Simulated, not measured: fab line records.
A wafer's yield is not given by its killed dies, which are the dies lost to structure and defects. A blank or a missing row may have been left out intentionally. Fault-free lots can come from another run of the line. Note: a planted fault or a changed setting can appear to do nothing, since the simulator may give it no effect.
Which tool is to blame? | flow sky130 | 11 lots with 33 wafers sampled at 3 steps, on a route of 708 steps

## WHAT EACH GAUGE READ, for each wafer
SKY_SD_N_RS_MEAS_16: measures by four-point-probe.
lot  | measured     | on           | SD_N_RS (ohm/sq)
L106 | day 31 01:43 | filmMetro-04 | 68.50 68.34 68.57
L110 | day 32 03:23 | filmMetro-04 | 68.45 68.57 68.48
L111 | day 32 03:07 | filmMetro-02 | 68.55 68.34 68.31
L113 | day 32 17:24 | filmMetro-03 | 68.49 68.74 68.57
L112 | day 32 21:23 | filmMetro-03 | 68.57 68.60 68.55
L115 | day 33 10:58 | filmMetro-03 | 68.31 68.54 68.28
L118 | day 34 05:26 | filmMetro-03 | 65.72 65.74 65.79
L119 | day 34 06:55 | filmMetro-04 | 65.66 65.86 65.82
L120 | day 34 11:19 | filmMetro-03 | 68.46 68.44 68.53
L122 | day 35 11:25 | filmMetro-02 | 68.29 68.32 68.26
L123 | day 35 12:23 | filmMetro-04 | 68.39 68.46 68.48

## WHAT TOOL EACH LOT RAN ON (gives the tool, then ch and the chambers of the sampled wafers, and finally the start)
lot  | SKY_SD_N_IMPLANT_09             | SKY_SD_N_STRIP_11
L106 | implanter-02 ch 0, day 31 01:02 | plasmaAsher-04 ch 0,1, day 31 01:20
L110 | implanter-02 ch 0, day 32 02:43 | plasmaAsher-04 ch 0,1, day 32 02:59
L111 | implanter-04 ch 0, day 32 02:26 | plasmaAsher-02 ch 0,1, day 32 02:43
L113 | implanter-02 ch 0, day 32 16:43 | plasmaAsher-02 ch 0, day 32 16:59
L112 | implanter-02 ch 0, day 32 20:41 | plasmaAsher-02 ch 0,1, day 32 20:59
L115 | implanter-02 ch 0, day 33 10:17 | plasmaAsher-04 ch 0,1, day 33 10:35
L118 | implanter-02 ch 0, day 34 04:46 | plasmaAsher-02 ch 1, day 34 05:02
L119 | implanter-02 ch 0, day 34 06:14 | plasmaAsher-04 ch 0,1, day 34 06:32
L120 | implanter-03 ch 0, day 34 10:38 | plasmaAsher-02 ch 0,1, day 34 10:56
L122 | implanter-03 ch 0, day 35 10:44 | plasmaAsher-04 ch 0,1, day 35 11:02
L123 | implanter-03 ch 0, day 35 11:43 | plasmaAsher-04 ch 0,1, day 35 11:58
- SKY_SD_N_IMPLANT_09
- SKY_SD_N_STRIP_11: strips in O2/N2.

## THE ANSWER, worked out from the rows above alone
Rule: usual is defined by the lots themselves. The widest of any qualifying gaps counts: lots, ordered by their means at a reading, are off when they make up no more than a third of the lots, leave a main group of 4 or more, and stand apart from it by 3 or more times the standard deviation of that group's means. If all means in a main group match to the digits the tables above print for the reading, that group is not used. Also off: a lot with no number at a reading for which 4 or more lots have one. The other lots that the step has rows for count as sound.
Off: at SKY_SD_N_RS_MEAS_16 (SD_N_RS), L118, L119. The main group has a mean of 68.46 ohm/sq with a standard deviation of 0.091.
A tool fits if, at a process step before that reading, it ran every lot that is off, and no sound lot after the first of them. The gauges at SKY_SD_N_RS_MEAS_16 are tried like those tools. One fits: SKY_SD_N_IMPLANT_09 on implanter-02. A fault onset in the window from L115 (day 33 10:17, its last sound lot) to L118 (day 34 04:46, its first lot off) fits.

## WHAT THE SIMULATOR PUT IN
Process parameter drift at SKY_SD_N_IMPLANT_09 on implanter-02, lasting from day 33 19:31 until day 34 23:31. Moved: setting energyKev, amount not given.
Lots struck among those shown: L118, L119. The rule above found the same.
